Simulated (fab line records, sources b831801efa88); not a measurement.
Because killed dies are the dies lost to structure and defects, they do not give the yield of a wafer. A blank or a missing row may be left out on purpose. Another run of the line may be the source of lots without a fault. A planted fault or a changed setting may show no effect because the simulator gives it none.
A lot that was struck, set against a sound lot -- flow gf180mcu -- 14 steps out of a route of 602
Sound: wafers L782.1, L782.2, L782.5. The struck wafers were L789.1, L789.4, L789.6. At the end, the cause is stated.
Per side, at each step with rows, come the tool, then ch with its chambers, and then its first start. Under that, the readings that differ: sound wafers -- struck wafers -- difference of the means -- sigmas: that difference in standard deviations of wafers without a fault.
alike: readings with means less than 2 such deviations apart, plus words and numbers identical on both sides. not compared: withheld readings, readings lacking a value on some wafer, bounds such as >300 that could conceal the same value, and numbers that have no deviation in the record and whose values overlap.
The two part at a step that has a row with sigmas, a row that says differs or no value, or rows on one side only. Non-overlapping numbers with no deviation appear without sigmas and do not part them. A reading missing from all wafers of one side parts the sides only when that side holds two or more wafers.

first, 3 steps without rows for these wafers: GF_V2_STRIP_18 (strips in O2/N2); GF_V2_STRIP_19 (strips in post etch residue remover, time 1200 s); GF_V2_CLEAN_20 (cleans in DIW).
GF_V2_SPUTTER_21: material Ti, target thk 15 nm, time 80.02 s.
  sound: pvd_sputter-03 at day 23 12:59; struck: pvd_sputter-04 at day 25 15:25
  alike: cathode_dc_power_W, chamber_pressure_pa, throttle_valve_pct
then, 1 step without rows for these wafers: GF_V2_SPUTTER_22 (material TiN, target thk 10 nm, time 40 s).
GF_V2_CVD_23: deposits W, target thk 350 nm, time 104.94 s.
  sound on cvd_w-01 ch 0,1, day 23 13:05; struck on cvd_w-01 ch 1, day 25 15:31
  alike: heater_power_w
GF_V2_RS_MEAS_24: a four-point-probe measurement.
  sound: film_metro-02 at day 23 13:12; struck: film_metro-03 at day 25 15:37
  alike: V2_W_RS
GF_V2_THK_MEAS_25: measures by xrf.
  sound: film_metro-02 at day 23 13:19; struck: film_metro-03 at day 25 15:44
  alike: V2_W_THK
then, 1 step without rows for these wafers: GF_V2_CMP_26 (polishes, stops on SiO2, t overpolish 15 s, target thk 0 nm).
GF_M3_SPUTTER_00: material Ti, target thk 37.5 nm, time 150 s.
  sound: pvd_sputter-04 at day 23 13:41; struck: pvd_sputter-04 at day 25 16:06
  alike: cathode_dc_power_W, chamber_pressure_pa, throttle_valve_pct
GF_M3_SPUTTER_01: material TiN, target thk 30 nm, time 25 s.
  sound: pvd_sputter-04 at day 23 13:47; struck: pvd_sputter-04 at day 25 16:12
reading,sound,struck,difference,sigmas
chamber_pressure_pa (Pa),0.3984 0.3972 0.3994,0.3997 0.4003 0.4014,+0.0021,+2
  alike: cathode_dc_power_W, throttle_valve_pct
GF_M3_SPUTTER_02: material AlCu, target thk 450 nm, time 23.9 s.
  sound: pvd_sputter-04 at day 23 13:49; struck: pvd_sputter-04 at day 25 16:14
  alike: cathode_dc_power_W, chamber_pressure_pa, throttle_valve_pct
GF_M3_SPUTTER_03: material Ti, target thk 10 nm, time 6.7 s.
  sound: pvd_sputter-04 at day 23 13:50; struck: pvd_sputter-04 at day 25 16:16
  no value came back on the struck wafers for cathode_dc_power_W (W), chamber_pressure_pa (Pa), throttle_valve_pct (%); on the sound wafers cathode_dc_power_W (W) reads 3000.9 3000.1 3000.1
then, 1 step without rows for these wafers: GF_M3_SPUTTER_04 (material TiN, target thk 50 nm, time 41.7 s).

== WHERE THEY PART ==
At GF_M3_SPUTTER_01 first; at GF_M3_SPUTTER_03 last (within this record only).

WHY: the cause the simulator had injected
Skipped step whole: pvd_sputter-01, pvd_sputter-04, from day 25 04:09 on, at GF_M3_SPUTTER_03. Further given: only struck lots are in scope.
